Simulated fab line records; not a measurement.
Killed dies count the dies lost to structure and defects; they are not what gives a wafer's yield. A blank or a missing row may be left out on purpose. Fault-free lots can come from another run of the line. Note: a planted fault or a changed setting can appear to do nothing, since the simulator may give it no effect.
Problem report, 8D (eight disciplines) form, completed by code :: flow gf180mcu :: the parts of the form that need people (team, actions taken, sign-off) are left out

1. PROBLEM STATEMENT
Across 9 wafers from 3 lots, MVPSD_TW at GF_MVPSD_TW_MEAS_11 averages 578, while fault-free wafers read 552 with a standard deviation of 4.2. That is +6.2 standard deviations from the usual mean.
Earliest sighting: wafer L543.1 on film-metro-04 at day 9 10:14. At this step, 39 wafers from 13 lots have a number in the record. Rule for "out" (also "out of limits"): further than 4 standard deviations from the usual mean. Any other wafer with a number is counted as sound.

2. WHAT IT IS; WHAT IT IS NOT
question: which readings at this step
is: MVPSD_TW
is not: -

question: which lots
is: L543, L545, L546
is not: L530, L533, L534, L535, L538, L539, L541, L547, L548, L549

question: which wafers of those lots
is: all that have a number
is not: -

question: read on which gauges
is: film-metro-04
is not: film-metro-01, film-metro-02

question: when
is: from day 9 10:14
is not: up to then (21 sound wafers); but 9 sound wafers of L547, L548, L549 came after

3. SUSPECTS, AND WHAT RULES EACH OUT
Counting: a tool stays on the suspect list if, at a process step up to the reading, it processed all lots that are out and no sound lot following the first of them.
- ruled out: the gauge at GF_MVPSD_TW_MEAS_11. All the wafers that are out were read on film-metro-04, but those of them that GF_MVPSD_IMPLANT_08 has rows for are out there too, on other tools.
- implanter-02 at GF_MVPSD_IMPLANT_08: kept. Every lot that is out went through it, starting with L543 (day 9 09:50), and after that it ran no sound lot; the last sound lot it ran before then is L541 (day 8 21:59). On those wafers its own readings are out: dose-ions-cm2, faraday-current-uA.
Remaining after the count: implanter-02 at GF_MVPSD_IMPLANT_08.

4. THE CAUSE (what the simulator had put in)
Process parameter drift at GF_MVPSD_IMPLANT_08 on implanter-02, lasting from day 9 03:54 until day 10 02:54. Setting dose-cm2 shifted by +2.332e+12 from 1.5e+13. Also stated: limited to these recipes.
This tool alone remained once counting was done.

5. THE EFFECT CHAIN, in route order
Each row: a reading where the mean over the struck wafers with a number is more than 3 standard deviations away from the usual. Only readings for which the record gives a usual standard deviation are gone through. hours: the time from each lot's start at the first step in this table that gives one to its start at this step, as a median over the lots. sigmas: the change in usual standard deviations.
hours: 0
step: GF_MVPSD_IMPLANT_08
reading: dose-ions-cm2
usual: 1.4998e+13
on struck wafers: 1.7325e+13
change: +2.3271e+12
sigmas: +99 or more

hours: 0
step: GF_MVPSD_IMPLANT_08
reading: faraday-current-uA
usual: 84.9
on struck wafers: 98.4
change: +13.5
sigmas: +8.5

hours: 0
step: GF_MVPSD_TW_MEAS_11
reading: MVPSD_TW
usual: 552
on struck wafers: 578
change: +26
sigmas: +6.2

hours: 76
step: GF_VT_IMPLANT_RS_MEAS_49
reading: MVPSD_RS
usual: 1171 ohm/sq
on struck wafers: 1087
change: -84
sigmas: -26
The process steps in it:
- GF_MVPSD_IMPLANT_08
Later measuring or inspecting steps at which every struck wafer that the step has a row for has a number for every such reading, and none has moved that far: GF_POLY_GATE_CD_MEAS_18, GF_HV_LDD_OVL_MEAS_32.

6. WHAT WOULD HAVE CAUGHT IT SOONER
In this record the first reading out of limits at a measuring or inspecting step was taken at day 9 10:14, 6 hours after the fault began at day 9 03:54.
The tool's own readings at GF_MVPSD_IMPLANT_08 were out on every struck wafer that the step has a row for (dose-ions-cm2, faraday-current-uA): an alarm limit on them would have fired on the first of those.
Lots out: 3; of these, L545, L546 started GF_MVPSD_IMPLANT_08 on implanter-02 after day 9 10:14. A hold on the tool at that time would have spared those 2.
